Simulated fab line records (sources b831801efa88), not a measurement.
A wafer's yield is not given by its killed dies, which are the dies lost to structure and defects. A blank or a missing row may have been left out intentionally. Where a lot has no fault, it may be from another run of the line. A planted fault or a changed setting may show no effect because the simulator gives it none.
fab line records + flow gf180mcu
[record]
- lots = 11
- wafers = 33
- lastDay = 34
route steps=602 shown M1@320 V1@358 M2@376
lots untouched by any fault: they come from a run of this same line in which no faults occurred
startH: start of the lot's first displayed wafer, in hours after the record's first day + waitH: time in hours since the lot's previous step + " unchanged from the row above + L1.1+2: one row covering several wafers at once + - no value present, or no start provided + * or withheld: withheld + < > ~ a bound
route shown NAME@n: NAME is a module with steps in the file, n the number in the route of the first one + usual: mean/standard deviation of fault-free wafers + same: alike in all rows + chamber/n: place in a boat + sites: readings site by site + _std_site: their standard deviation + _edge_site: the outer-site mean with the inner-site mean subtracted + radiusMm: how far each site lies from the wafer's centre + mask NAME#n: copy n + behind: the most recent tool/chamber to have shaped the wafer + hold: why the lot went on hold/how many hours it stayed there/how the hold came to an end + device: whichever transistor did not switch (one of n, p or np) + end of line: at the end of the route, the tests of the same wafers + a step with no rows: only its recipe + killed: the dies lost at the first sort to structure and to defects; this is not the yield of the wafer + map: per-die view of a wafer (x killed, . not killed, _ where there is no die)
set.NAME: the setting that was run; set.NAME@STEP: the one run at that earlier step + model.NAME: the simulator's own value behind a step, which no gauge read
a sample of lots followed through the steps of the route, with each step as a table and each wafer as a row
services: when a tool's chamber went out of use (startH, in hours from the record's first day, below 0 if earlier), for how many hours, and the reason
[[steps]]
[step GF_M1_RS_MEAS_05]
[recipe]
- thkMeasGauge = four-point-probe
- reads = TiN_of_M1_SPUTTER_04+Ti_of_M1_SPUTTER_03+AlCu_of_M1_SPUTTER_02+TiN_of_M1_SPUTTER_01+Ti_of_M1_SPUTTER_00
[usual]
- M1_ALCU_RS = 0.0696/0.0007
| lot.wafer | tool         | chamber | startH | waitH | M1_ALCU_RS[ohm/sq] |
|-----------|--------------|---------|--------|-------|--------------------|
| L151.1    | filmMetro-02 | -       | 365.31 | 0.0   | 0.0701             |
| L151.3    | "            | -       | "      | "     | 0.0697             |
| L151.6    | "            | -       | "      | "     | 0.0698             |
| L152.3    | filmMetro-02 | -       | 372.81 | 0.1   | 0.0709             |
| L152.4    | "            | -       | "      | "     | 0.0702             |
| L152.6    | "            | -       | "      | "     | 0.0699             |
| L153.1    | filmMetro-04 | -       | 382.29 | 0.0   | 0.0689             |
| L153.2    | "            | -       | "      | "     | 0.0694             |
| L153.4    | "            | -       | "      | "     | 0.0701             |
| L158.1    | filmMetro-02 | -       | 427.16 | 0.0   | 0.0701             |
| L158.3    | "            | -       | "      | "     | 0.0696             |
| L158.5    | "            | -       | "      | "     | 0.0696             |
| L159.1    | filmMetro-04 | -       | 434.07 | 0.0   | 0.0701             |
| L159.5    | "            | -       | "      | "     | 0.0697             |
| L159.6    | "            | -       | "      | "     | 0.0696             |
| L160.3    | filmMetro-02 | -       | 443.61 | 0.1   | 0.0691             |
| L160.4    | "            | -       | "      | "     | 0.0695             |
| L160.6    | "            | -       | "      | "     | 0.0696             |
| L164.1    | filmMetro-03 | -       | 477.16 | 0.0   | 0.0693             |
| L164.3    | "            | -       | "      | "     | 0.0690             |
| L164.5    | "            | -       | "      | "     | 0.0686             |
| L169.1    | filmMetro-02 | -       | 528.37 | 0.0   | 0.0688             |
| L169.3    | "            | -       | "      | "     | 0.0684             |
| L169.5    | "            | -       | "      | "     | 0.0687             |
| L171.2    | filmMetro-03 | -       | 545.20 | 0.0   | 0.0703             |
| L171.4    | "            | -       | "      | "     | 0.0704             |
| L171.5    | "            | -       | "      | "     | 0.0705             |
| L172.1    | filmMetro-04 | -       | 554.11 | 0.0   | 0.0705             |
| L172.2    | "            | -       | "      | "     | 0.0697             |
| L172.3    | "            | -       | "      | "     | 0.0696             |
| L173.3    | filmMetro-03 | -       | 555.55 | 0.1   | 0.0691             |
| L173.4    | "            | -       | "      | "     | 0.0688             |
| L173.5    | "            | -       | "      | "     | 0.0685             |
[step GF_M1_THK_MEAS_06]
[recipe]
- thkMeasGauge = xrf
- reads = AlCu_of_M1_SPUTTER_02
[usual]
- M1_ALCU_THK = 455/5.5
| lot.wafer | tool         | chamber | startH | waitH | M1_ALCU_THK[nm] |
|-----------|--------------|---------|--------|-------|-----------------|
| L151.1    | filmMetro-02 | -       | 365.43 | 0.1   | 450             |
| L151.3    | "            | -       | "      | "     | 453             |
| L151.6    | "            | -       | "      | "     | 451             |
| L152.3    | filmMetro-02 | -       | 372.91 | 0.1   | 447             |
| L152.4    | "            | -       | "      | "     | 449             |
| L152.6    | "            | -       | "      | "     | 453             |
| L153.1    | filmMetro-04 | -       | 382.41 | 0.1   | 459             |
| L153.2    | "            | -       | "      | "     | 459             |
| L153.4    | "            | -       | "      | "     | 451             |
| L158.1    | filmMetro-02 | -       | 427.28 | 0.1   | 451             |
| L158.3    | "            | -       | "      | "     | 455             |
| L158.5    | "            | -       | "      | "     | 454             |
| L159.1    | filmMetro-04 | -       | 434.19 | 0.1   | 451             |
| L159.5    | "            | -       | "      | "     | 454             |
| L159.6    | "            | -       | "      | "     | 456             |
| L160.3    | filmMetro-02 | -       | 443.71 | 0.1   | 455             |
| L160.4    | "            | -       | "      | "     | 456             |
| L160.6    | "            | -       | "      | "     | 455             |
| L164.1    | filmMetro-03 | -       | 477.28 | 0.1   | 459             |
| L164.3    | "            | -       | "      | "     | 462             |
| L164.5    | "            | -       | "      | "     | 463             |
| L169.1    | filmMetro-02 | -       | 528.49 | 0.1   | 461             |
| L169.3    | "            | -       | "      | "     | 461             |
| L169.5    | "            | -       | "      | "     | 461             |
| L171.2    | filmMetro-03 | -       | 545.31 | 0.1   | 449             |
| L171.4    | "            | -       | "      | "     | 451             |
| L171.5    | "            | -       | "      | "     | 450             |
| L172.1    | filmMetro-04 | -       | 554.23 | 0.1   | 456             |
| L172.2    | "            | -       | "      | "     | 454             |
| L172.3    | "            | -       | "      | "     | 458             |
| L173.3    | filmMetro-03 | -       | 555.65 | 0.1   | 460             |
| L173.4    | "            | -       | "      | "     | 461             |
| L173.5    | "            | -       | "      | "     | 463             |
[step GF_V1_CVD_23]
[recipe]
- material = W
- targetThkNm = 350
- timeS = 105.05
- tempC = 400
- pressureTorr = 40
[usual]
- heaterPowerW = 794/52
| lot.wafer | tool    | chamber | startH | waitH | heaterPowerW |
|-----------|---------|---------|--------|-------|--------------|
| L151.1    | cvdW-01 | 1       | 412.10 | 0.0   | 864          |
| L151.3    | "       | 0       | "      | "     | 775          |
| L151.6    | "       | 1       | "      | "     | 862          |
| L152.3    | cvdW-01 | 1       | 420.18 | 0.1   | 882          |
| L152.4    | "       | 0       | "      | "     | 750          |
| L152.6    | "       | 0       | "      | "     | 759          |
| L153.1    | cvdW-01 | 1       | 430.44 | 0.0   | 875          |
| L153.2    | "       | 0       | "      | "     | 733          |
| L153.4    | "       | 1       | "      | "     | 869          |
| L158.1    | cvdW-01 | 1       | 477.68 | 0.0   | 877          |
| L158.3    | "       | 0       | "      | "     | 751          |
| L158.5    | "       | 1       | "      | "     | 868          |
| L159.1    | cvdW-01 | 1       | 485.10 | 0.0   | 865          |
| L159.5    | "       | 1       | "      | "     | 847          |
| L159.6    | "       | 0       | "      | "     | 757          |
| L160.3    | cvdW-01 | 1       | 493.11 | 0.1   | 884          |
| L160.4    | "       | 0       | "      | "     | 753          |
| L160.6    | "       | 0       | "      | "     | 756          |
| L164.1    | cvdW-01 | 1       | 527.59 | 0.0   | 859          |
| L164.3    | "       | 0       | "      | "     | 764          |
| L164.5    | "       | 0       | "      | "     | 755          |
| L169.1    | cvdW-02 | 1       | 574.75 | 0.0   | 760          |
| L169.3    | "       | 1       | "      | "     | 775          |
| L169.5    | "       | 0       | "      | "     | 728          |
| L171.2    | cvdW-01 | 1       | 591.10 | 0.0   | 877          |
| L171.4    | "       | 1       | "      | "     | 878          |
| L171.5    | "       | 0       | "      | "     | 779          |
| L172.1    | cvdW-01 | 0       | 598.72 | 0.0   | 769          |
| L172.2    | "       | 1       | "      | "     | 890          |
| L172.3    | "       | 1       | "      | "     | 857          |
| L173.3    | cvdW-01 | 0       | 601.56 | 0.1   | 789          |
| L173.4    | "       | 1       | "      | "     | 867          |
| L173.5    | "       | 0       | "      | "     | 756          |
[step GF_V1_RS_MEAS_24]
[recipe]
- thkMeasGauge = four-point-probe
- reads = W_of_V1_CVD_23+TiN_of_V1_SPUTTER_22+Ti_of_V1_SPUTTER_21
[usual]
- V1_W_RS = 0.330/0.003
| lot.wafer | tool         | chamber | startH | waitH | V1_W_RS[ohm/sq] |
|-----------|--------------|---------|--------|-------|-----------------|
| L151.1    | filmMetro-01 | -       | 412.21 | 0.1   | 0.327           |
| L151.3    | "            | -       | "      | "     | 0.331           |
| L151.6    | "            | -       | "      | "     | 0.334           |
| L152.3    | filmMetro-02 | -       | 420.29 | 0.1   | 0.330           |
| L152.4    | "            | -       | "      | "     | 0.332           |
| L152.6    | "            | -       | "      | "     | 0.330           |
| L153.1    | filmMetro-02 | -       | 430.55 | 0.1   | 0.332           |
| L153.2    | "            | -       | "      | "     | 0.328           |
| L153.4    | "            | -       | "      | "     | 0.334           |
| L158.1    | filmMetro-02 | -       | 477.79 | 0.1   | 0.328           |
| L158.3    | "            | -       | "      | "     | 0.331           |
| L158.5    | "            | -       | "      | "     | 0.325           |
| L159.1    | filmMetro-03 | -       | 485.21 | 0.1   | 0.330           |
| L159.5    | "            | -       | "      | "     | 0.328           |
| L159.6    | "            | -       | "      | "     | 0.329           |
| L160.3    | filmMetro-01 | -       | 493.22 | 0.1   | 0.325           |
| L160.4    | "            | -       | "      | "     | 0.332           |
| L160.6    | "            | -       | "      | "     | 0.226           |
| L164.1    | filmMetro-02 | -       | 527.70 | 0.1   | 0.328           |
| L164.3    | "            | -       | "      | "     | 0.331           |
| L164.5    | "            | -       | "      | "     | 0.224           |
| L169.1    | filmMetro-03 | -       | 574.86 | 0.1   | 0.328           |
| L169.3    | "            | -       | "      | "     | 0.327           |
| L169.5    | "            | -       | "      | "     | 0.329           |
| L171.2    | filmMetro-03 | -       | 591.23 | 0.1   | 0.330           |
| L171.4    | "            | -       | "      | "     | 0.326           |
| L171.5    | "            | -       | "      | "     | 0.328           |
| L172.1    | filmMetro-02 | -       | 598.83 | 0.1   | 0.336           |
| L172.2    | "            | -       | "      | "     | 0.337           |
| L172.3    | "            | -       | "      | "     | 0.330           |
| L173.3    | filmMetro-01 | -       | 601.68 | 0.1   | 0.334           |
| L173.4    | "            | -       | "      | "     | 0.328           |
| L173.5    | "            | -       | "      | "     | 0.331           |
[step GF_V1_THK_MEAS_25]
[recipe]
- thkMeasGauge = xrf
- reads = W_of_V1_CVD_23
[usual]
- V1_W_THK = 345/6.6
| lot.wafer | tool         | chamber | startH | waitH | V1_W_THK[nm] |
|-----------|--------------|---------|--------|-------|--------------|
| L151.1    | filmMetro-01 | -       | 412.33 | 0.1   | 355          |
| L151.3    | "            | -       | "      | "     | 349          |
| L151.6    | "            | -       | "      | "     | 346          |
| L152.3    | filmMetro-02 | -       | 420.39 | 0.1   | 340          |
| L152.4    | "            | -       | "      | "     | 339          |
| L152.6    | "            | -       | "      | "     | 341          |
| L153.1    | filmMetro-02 | -       | 430.67 | 0.1   | 340          |
| L153.2    | "            | -       | "      | "     | 346          |
| L153.4    | "            | -       | "      | "     | 340          |
| L158.1    | filmMetro-02 | -       | 477.91 | 0.1   | 343          |
| L158.3    | "            | -       | "      | "     | 342          |
| L158.5    | "            | -       | "      | "     | 346          |
| L159.1    | filmMetro-03 | -       | 485.33 | 0.1   | 338          |
| L159.5    | "            | -       | "      | "     | 339          |
| L159.6    | "            | -       | "      | "     | 337          |
| L160.3    | filmMetro-01 | -       | 493.32 | 0.1   | 360          |
| L160.4    | "            | -       | "      | "     | 353          |
| L160.6    | "            | -       | "      | "     | 525          |
| L164.1    | filmMetro-02 | -       | 527.82 | 0.1   | 345          |
| L164.3    | "            | -       | "      | "     | 340          |
| L164.5    | "            | -       | "      | "     | 500          |
| L169.1    | filmMetro-03 | -       | 574.98 | 0.1   | 340          |
| L169.3    | "            | -       | "      | "     | 342          |
| L169.5    | "            | -       | "      | "     | 339          |
| L171.2    | filmMetro-03 | -       | 591.34 | 0.1   | 340          |
| L171.4    | "            | -       | "      | "     | 342          |
| L171.5    | "            | -       | "      | "     | 340          |
| L172.1    | filmMetro-02 | -       | 598.95 | 0.1   | 338          |
| L172.2    | "            | -       | "      | "     | 337          |
| L172.3    | "            | -       | "      | "     | 344          |
| L173.3    | filmMetro-01 | -       | 601.78 | 0.1   | 347          |
| L173.4    | "            | -       | "      | "     | 354          |
| L173.5    | "            | -       | "      | "     | 350          |
[step GF_V1_CMP_26]
[recipe]
- stopOn = SiO2
- downForcePsi = 3.5
- platenRpm = 60
- tOverpolishS = 15
- targetThkNm = 0
- padVelocityMS = 0.94248
[usual]
- motorCurrentA = 11.3/1.5
- timeToEndpointS = 82/3.2
| lot.wafer | tool   | chamber | startH | waitH | motorCurrentA | timeToEndpointS |
|-----------|--------|---------|--------|-------|---------------|-----------------|
| L151.1    | cmp-01 | 2       | 412.44 | 0.1   | 10.3          | 83              |
| L151.3    | "      | 0       | "      | "     | 10.7          | 83              |
| L151.6    | "      | 2       | "      | "     | 10.9          | 82              |
| L152.4    | cmp-02 | 0       | 420.43 | 0.0   | 10.9          | 83              |
| L152.3    | "      | 2       | "      | "     | 11.1          | 85              |
| L152.6    | "      | 1       | "      | "     | 11.0          | 87              |
| L153.1    | cmp-01 | 2       | 430.78 | 0.1   | 10.2          | 83              |
| L153.4    | "      | 3       | "      | "     | 9.7           | 82              |
| L153.2    | "      | 0       | "      | "     | 10.4          | 86              |
| L158.1    | cmp-01 | 1       | 477.97 | 0.1   | 10.8          | 78              |
| L158.3    | "      | 0       | "      | "     | 10.7          | 82              |
| L158.5    | "      | 2       | "      | "     | 9.6           | 85              |
| L159.1    | cmp-02 | 2       | 485.54 | 0.2   | 10.8          | 79              |
| L159.6    | "      | 3       | "      | "     | 14.9          | 76              |
| L159.5    | "      | 0       | "      | "     | 10.6          | 82              |
| L160.3    | cmp-02 | 2       | 493.41 | 0.1   | 10.9          | 85              |
| L160.4    | "      | 3       | "      | "     | 15.1          | 82              |
| L160.6    | "      | 2       | "      | "     | 11.5          | 121             |
| L164.1    | cmp-02 | 2       | 527.93 | 0.1   | 10.7          | 80              |
| L164.3    | "      | 0       | "      | "     | 10.8          | 84              |
| L164.5    | "      | 1       | "      | "     | 10.6          | 123             |
| L169.3    | cmp-02 | 3       | 575.53 | 0.5   | 15.0          | 75              |
| L169.1    | "      | 1       | "      | "     | 10.8          | 86              |
| L169.5    | "      | 3       | "      | "     | 15.1          | 76              |
| L171.2    | cmp-02 | 1       | 591.39 | 0.0   | 10.8          | 85              |
| L171.4    | "      | 3       | "      | "     | 15.3          | 81              |
| L171.5    | "      | 1       | "      | "     | 10.8          | 87              |
| L172.3    | cmp-02 | 0       | 599.01 | 0.0   | 11.1          | 80              |
| L172.2    | "      | 1       | "      | "     | 10.6          | 83              |
| L172.1    | "      | 3       | "      | "     | 14.5          | 78              |
| L173.3    | cmp-01 | 0       | 601.82 | 0.0   | 10.9          | 84              |
| L173.4    | "      | 1       | "      | "     | 12.3          | 80              |
| L173.5    | "      | 0       | "      | "     | 11.2          | 85              |
[step GF_M2_CD_MEAS_14]
[recipe]
- targetCdNm = 280
[usual]
- cdNm = 280.2/1.4
| lot.wafer | tool     | chamber | startH | waitH | cdNm  |
|-----------|----------|---------|--------|-------|-------|
| L151.1    | cdSem-02 | -       | 436.64 | 0.1   | 280.3 |
| L151.3    | "        | -       | "      | "     | 280.0 |
| L151.6    | "        | -       | "      | "     | 279.4 |
| L152.3    | cdSem-02 | -       | 445.13 | 0.1   | 282.6 |
| L152.4    | "        | -       | "      | "     | 281.9 |
| L152.6    | "        | -       | "      | "     | 283.4 |
| L153.1    | cdSem-01 | -       | 455.14 | 0.1   | 281.8 |
| L153.2    | "        | -       | "      | "     | 284.0 |
| L153.4    | "        | -       | "      | "     | 282.3 |
| L158.1    | cdSem-02 | -       | 502.24 | 0.1   | 279.6 |
| L158.3    | "        | -       | "      | "     | 280.4 |
| L158.5    | "        | -       | "      | "     | 278.4 |
| L159.1    | cdSem-01 | -       | 509.29 | 0.1   | 278.6 |
| L159.5    | "        | -       | "      | "     | 279.2 |
| L159.6    | "        | -       | "      | "     | 279.4 |
| L160.3    | cdSem-02 | -       | 517.44 | 0.1   | 281.6 |
| L160.4    | "        | -       | "      | "     | 281.7 |
| L160.6    | "        | -       | "      | "     | 281.0 |
| L164.1    | cdSem-01 | -       | 550.54 | 0.1   | 279.4 |
| L164.3    | "        | -       | "      | "     | 279.4 |
| L164.5    | "        | -       | "      | "     | 278.5 |
| L169.1    | cdSem-02 | -       | 597.33 | 0.1   | 278.9 |
| L169.3    | "        | -       | "      | "     | 278.7 |
| L169.5    | "        | -       | "      | "     | 279.6 |
| L171.2    | cdSem-01 | -       | 613.01 | 0.1   | 280.0 |
| L171.4    | "        | -       | "      | "     | 280.3 |
| L171.5    | "        | -       | "      | "     | 278.8 |
| L172.1    | cdSem-01 | -       | 619.78 | 0.1   | 281.9 |
| L172.2    | "        | -       | "      | "     | 281.1 |
| L172.3    | "        | -       | "      | "     | 281.2 |
| L173.3    | cdSem-02 | -       | 623.63 | 0.1   | 277.2 |
| L173.4    | "        | -       | "      | "     | 278.3 |
| L173.5    | "        | -       | "      | "     | 278.1 |
[[services]]
| tool    | chamber | startH | hours | kind                          |
|---------|---------|--------|-------|-------------------------------|
| cvdW-01 | -       | 390.00 | 14.0  | pm                            |
| cvdW-01 | 0       | 390.00 | 14.0  | ventCycle                     |
| cvdW-01 | 1       | 390.00 | 14.0  | ventCycle                     |
| cmp-01  | -       | 397.83 | 2.0   | repair                        |
| cvdW-02 | 1       | 400.47 | 10.5  | repair                        |
| cmp-02  | -       | 404.00 | 4.0   | pm                            |
| cvdW-01 | 0       | 404.00 | -     | clean                         |
| cvdW-01 | 1       | 404.00 | -     | clean                         |
| cmp-02  | -       | 408.00 | -     | consumableReplace:conditioner |
| cmp-02  | -       | 408.00 | -     | consumableReplace:pad         |
| cmp-02  | -       | 411.97 | 0.8   | repair                        |
| cmp-01  | -       | 423.29 | 1.5   | repair                        |
| cmp-02  | -       | 433.25 | 4.1   | repair                        |
| cvdW-01 | -       | 435.67 | 1.4   | repair                        |
| cvdW-02 | 1       | 442.50 | 4.1   | repair                        |
| cvdW-02 | 1       | 461.76 | 9.5   | repair                        |
| cmp-01  | -       | 466.05 | 5.8   | repair                        |
| cmp-01  | -       | 496.26 | 1.0   | repair                        |
| cmp-02  | -       | 497.74 | 1.6   | repair                        |
| cvdW-01 | 0       | 569.57 | 4.3   | repair                        |
| cmp-02  | -       | 570.47 | 2.0   | repair                        |
| cmp-01  | -       | 572.00 | 4.0   | pm                            |
| cmp-01  | -       | 576.00 | -     | consumableReplace:conditioner |
| cvdW-02 | 1       | 594.60 | 13.0  | repair                        |
[[key]]
[firstSign]
- step = GF_V1_RS_MEAS_24
- reading = V1_W_RS
- direction = down
- sigmas = 35
- usual = 0.330
- struck = 0.225
[effect]
- step = GF_V1_THK_MEAS_25
- reading = V1_W_THK
- direction = up
- sigmas = 25
- usual = 345
- struck = 512
[effect]
- step = GF_V1_CMP_26
- reading = timeToEndpointS
- direction = up
- sigmas = 13
- usual = *
- struck = *
metAt GF_V1_CVD_23
struckLots L160,L164
struckWafers L160.6,L164.5
notActingAt GF_M1_RS_MEAS_05,GF_M1_THK_MEAS_06,GF_M2_CD_MEAS_14
onsetBetween 485.10 493.11
[fault]
- kind = processParameterDrift
- tool = cvdW-01
- chamber = -
- onsetH = 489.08
- steps = GF_V1_CVD_23
- channel = targetThkNm
- offset = 159.84
- shape = step
- endH = 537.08
- scope = struckWafersOnly
- actsIn = theseRecipesOnly
- stated = 350
